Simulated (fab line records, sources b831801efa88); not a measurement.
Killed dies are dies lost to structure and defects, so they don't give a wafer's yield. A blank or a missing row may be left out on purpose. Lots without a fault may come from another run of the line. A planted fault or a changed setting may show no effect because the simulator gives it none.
Chamber matching | flow gf180mcu | GF_STI_ETCH_14 on rie_si-02: 4 sister chambers
The step etches Si in HBr/Cl2/O2, target depth 360 nm, time 102.9 s. 8 wafers are shown with their chamber, then 8 later ones without.

WAFERS WITH THEIR CHAMBER
wafer  | chamber | oes_product_au (a.u.) | throttle_valve_pct (%)
L430.5 | 2       | 1.002                 | 25.651
L434.1 | 3       | 1.021                 | 25.631
L434.4 | 1       | 1.025                 | 25.636
L434.6 | 0       | 1.012                 | 25.664
L435.2 | 1       | 1.012                 | 25.646
L435.3 | 3       | 1.013                 | 25.655
L435.4 | 2       | 0.999                 | 25.660
L440.2 | 0       | 1.004                 | 25.665

WAFERS WITHOUT THEIR CHAMBER
wafer  | oes_product_au (a.u.) | throttle_valve_pct (%)
L440.5 | 0.991                 | 25.668
L440.6 | 1.015                 | 25.649
L441.1 | 1.005                 | 25.679
L441.2 | 1.024                 | 25.646
L441.6 | 1.004                 | 25.667
L442.3 | 1.018                 | 25.644
L442.4 | 0.989                 | 25.654
L442.6 | 1.010                 | 25.646

WHICH CHAMBER EACH WENT THROUGH
wafer  | from the rows above               | in truth
L440.5 | can't be placed: 2 or 0           | 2
L440.6 | can't be placed: 3 or 1 or 0 or 2 | 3
L441.1 | can't be placed: 0 or 2           | 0
L441.2 | can't be placed: 1 or 3           | 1
L441.6 | can't be placed: 0 or 2           | 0
L442.3 | can't be placed: 3 or 1           | 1
L442.4 | can't be placed: 2 or 0           | 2
L442.6 | can't be placed: 3 or 1 or 2 or 0 | 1
Placed correctly: 0 of 8. Can't be placed from these rows: 8 (the true chamber is among the candidates in 8). Placed wrongly: 0.
How it was worked out, from the rows above alone: a wafer's distance from a chamber is the root of the sum, over the readings, of the square of ((its reading less the chamber's mean) divided by the reading's scatter). The wafer belongs to the nearest chamber; if the next one is less than 2 further off, it can't be placed. A chamber's mean is the mean of its shown wafers. The scatter: the root of (the sum of the squares of (reading less its chamber's mean) over the shown wafers, divided by (wafers less chambers)).
